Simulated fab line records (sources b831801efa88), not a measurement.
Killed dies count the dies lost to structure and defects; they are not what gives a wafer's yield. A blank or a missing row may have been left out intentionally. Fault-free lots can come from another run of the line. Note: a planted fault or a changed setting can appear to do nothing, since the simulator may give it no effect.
A struck lot beside a sound one    flow gf180mcu    14 steps out of a route of 602
Sound: the wafers L372.4, L372.5, L372.6. Struck: wafer L362.5; the same lot's L362.6 was not struck, so it is left out; see the end for the cause.
Per side, at each step with rows, come the tool, then ch with its chambers, and then its first start. Under that, the readings that differ: sound wafers    struck wafers    difference of the means    sigmas: that difference in standard deviations of wafers without a fault.
alike: readings whose means differ by less than 2 such deviations, and words and numbers that are the same on both sides. not compared: withheld readings, readings that some wafer has no value for, bounds like >300 that may hide the same value, and numbers for which the record gives no deviation and whose values overlap.
The two part at a step that has a row with sigmas, a row that says differs or no value, or rows on one side only. Non-overlapping numbers with no deviation appear without sigmas and do not part them. A reading missing from all wafers of one side parts the sides only when that side holds two or more wafers.

first, 5 steps without rows for these wafers: GF_V1_COAT_09 (resist thk 1000 nm); GF_V1_SOFTBAKE_10 (time 60 s); GF_V1_EXPOSE_11 (exposes mask Via1, target cd 260 nm); GF_V1_PEB_12 (peb time 90 s); GF_V1_DEVELOP_13 (develop time 60 s).
GF_V1_CD_MEAS_14 targets a cd of 260 nm.
  sound on cd sem-01, day 22 14:31; struck on cd sem-02, day 18 17:10
  alike: cd nm
GF_V1_OVL_MEAS_15:
  sound on overlay-01, day 22 14:35; struck on overlay-02, day 18 17:13
  alike: V1_OVL
GF_V1_ETCH_16: etches BARC in N2/H2.
  sound on rie diel-02 ch 2,3, day 22 14:37; struck on rie diel-02 ch 3, day 18 17:15
reading                sound              struck  difference  sigmas
oes product au (a.u.)  0.857 0.855 0.861  0.844   -0.014      -3
  alike: drypump motor current A, h2 flow sccm, n2 flow sccm, rf fwd power W, throttle valve pct
GF_V1_ETCH_17: etches SiO2 in C4F8/O2/Ar, stops on TiN, target depth 630 nm.
  sound on rie diel-02 ch 2,3; struck on rie diel-02 ch 3
  alike: oes product au, rf fwd power W
GF_V1_STRIP_18: strips in O2/N2.
  sound on plasma asher-01 ch 0,1, day 22 14:46; struck on plasma asher-02 ch 0, day 18 17:26
reading                      sound        struck  difference  sigmas
drypump motor current A (A)  6.5 6.5 6.3  5.2     -1.2        -2
  alike: heater power w, n2 flow sccm, oes product au
  not compared: rf hours counter h
then, 2 steps without rows for these wafers: GF_V1_STRIP_19 (strips in post etch residue remover, time 1200 s); GF_V1_CLEAN_20 (cleans in DIW).
GF_V1_SPUTTER_21: material Ti, target thk 15 nm, time 80.02 s.
  sound on pvd sputter-04, day 22 15:16; struck on pvd sputter-03, day 18 17:58
reading                                sound            struck  difference  sigmas
model.Ti_of_V1_SPUTTER_21.thk nm (nm)  15.2 15.12 15.2  19.18   +4.01       
  alike: chamber pressure pa, throttle valve pct
GF_V1_SPUTTER_22: material TiN, target thk 10 nm, time 40 s.
  sound on pvd sputter-04, day 22 15:20; struck on pvd sputter-03, day 18 18:01
  alike: chamber pressure pa, throttle valve pct

== WHERE THEY PART ==
First at GF_V1_ETCH_16; last, within this record, at GF_V1_STRIP_18. Later steps at which nothing parts them and some readings are alike: GF_V1_SPUTTER_21, GF_V1_SPUTTER_22.

WHY: the cause the simulator had injected
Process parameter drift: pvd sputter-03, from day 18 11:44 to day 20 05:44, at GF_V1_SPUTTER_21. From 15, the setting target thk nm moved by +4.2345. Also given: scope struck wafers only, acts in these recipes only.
